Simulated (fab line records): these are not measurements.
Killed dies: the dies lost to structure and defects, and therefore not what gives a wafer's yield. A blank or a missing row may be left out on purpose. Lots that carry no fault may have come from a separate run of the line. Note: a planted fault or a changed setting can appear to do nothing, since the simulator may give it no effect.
Struck lot and sound lot, side by side -- flow gf180mcu -- 19 steps out of a route of 602
Sound: the wafers L644.1, L644.2, L644.4. Wafers struck: L646.3, L646.5, L646.6. At the end, the cause is stated.
Each step with rows lists, per side, the tool, then ch with its chambers, then its first start. Under that, the readings that differ: sound wafers -- struck wafers -- difference of the means -- sigmas: that difference in standard deviations of wafers without a fault.
alike: readings with means less than 2 such deviations apart, plus words and numbers identical on both sides. not compared: withheld readings, readings lacking a value on some wafer, bounds such as >300 that could conceal the same value, and numbers that have no deviation in the record and whose values overlap.
The two part at a step that has a row with sigmas, a row that says differs or no value, or rows on one side only. Numbers that have no deviation but don't overlap get no sigmas and don't part them. Lack of a reading on every wafer of one side parts them only where that side has two or more wafers.

first, 3 steps without rows for these wafers: GF_HV_LDD_EXPOSE_16 (exposes mask Pplus LV AREA, target cd 400 nm); GF_HV_LDD_PEB_17; GF_HV_LDD_DEVELOP_18 (develop time 60 s).
GF_HV_LDD_CD_MEAS_19: the cd target is 400 nm.
  sound: cdSem-01 at day 14 15:25; struck: cdSem-02 at day 15 05:25
  alike: cdNm
GF_HV_LDD_OVL_MEAS_20:
  sound: overlay-01 at day 14 15:32; struck: overlay-02 at day 15 05:31
  alike: HV_LDD_01_OVL
then, 1 step without rows for these wafers: GF_HV_LDD_IMPLANT_21.
GF_HV_LDD_STRIP_22: strips in O2/N2.
  sound on plasmaAsher-04 ch 0,1, day 14 15:43; struck on plasmaAsher-01 ch 0,1, day 15 05:43
reading,sound,struck,difference,sigmas
drypumpMotorCurrentA (A),5.6 5.6 5.6,6.5 6.5 6.6,+0.9,+2
  alike: heaterPowerW, oesProductAu, stripTimeToEndpointS
  not compared: rfHoursCounterH
GF_HV_LDD_TW_MEAS_23:
  sound: filmMetro-03 at day 14 15:49; struck: filmMetro-04 at day 15 05:49
  alike: HV_LDD_2_TW
then, 4 steps without rows for these wafers: GF_HV_LDD_DEHYDRATE_24 (time 60 s); GF_HV_LDD_HMDS_25 (prime time 60 s); GF_HV_LDD_COAT_26 (resist thk 1000 nm); GF_HV_LDD_SOFTBAKE_27 (time 60 s).
GF_HV_LDD_EXPOSE_28: exposes mask Nplus HV AREA, target cd 400 nm.
  sound on ilineStepper-01 ch 0, day 15 02:19; struck on ilineStepper-02 ch 0, day 15 16:34
reading,sound,struck,difference,sigmas
model.HV_LDD.overlayXNm (nm),-0.09691 -0.09691 -0.09691,166.9 166.9 166.9,+167.0,
  alike: mask, focusOffsetNm
then, 2 steps without rows for these wafers: GF_HV_LDD_PEB_29; GF_HV_LDD_DEVELOP_30 (develop time 60 s).
GF_HV_LDD_CD_MEAS_31: the cd target is 400 nm.
  sound: cdSem-01 at day 15 12:34; struck: cdSem-02 at day 16 03:00
  alike: cdNm
GF_HV_LDD_OVL_MEAS_32:
  sound: overlay-02 at day 15 12:41; struck: overlay-01 at day 16 03:05
reading,sound,struck,difference,sigmas
HV_LDD_02_OVL (nm),1.0 -0.2 1.1,168.3 165.4 166.7,+166.2,+99 or more
then, 1 step without rows for these wafers: GF_HV_LDD_IMPLANT_33.
-- here the record skips 17 days between the struck wafers' starts before and after, leaving off in module HV_LDD and picking up in module PASSIVATION (first step shown: number 602 of the route) --
GF_PASSIVATION_PROBE_99:
  only the struck wafers here have rows in the record (prober-01, day 33 02:12); the sound ones have none

## WHERE THEY PART
First at GF_HV_LDD_STRIP_22; last, within this record, at GF_PASSIVATION_PROBE_99.

WHY: what the simulator had put in
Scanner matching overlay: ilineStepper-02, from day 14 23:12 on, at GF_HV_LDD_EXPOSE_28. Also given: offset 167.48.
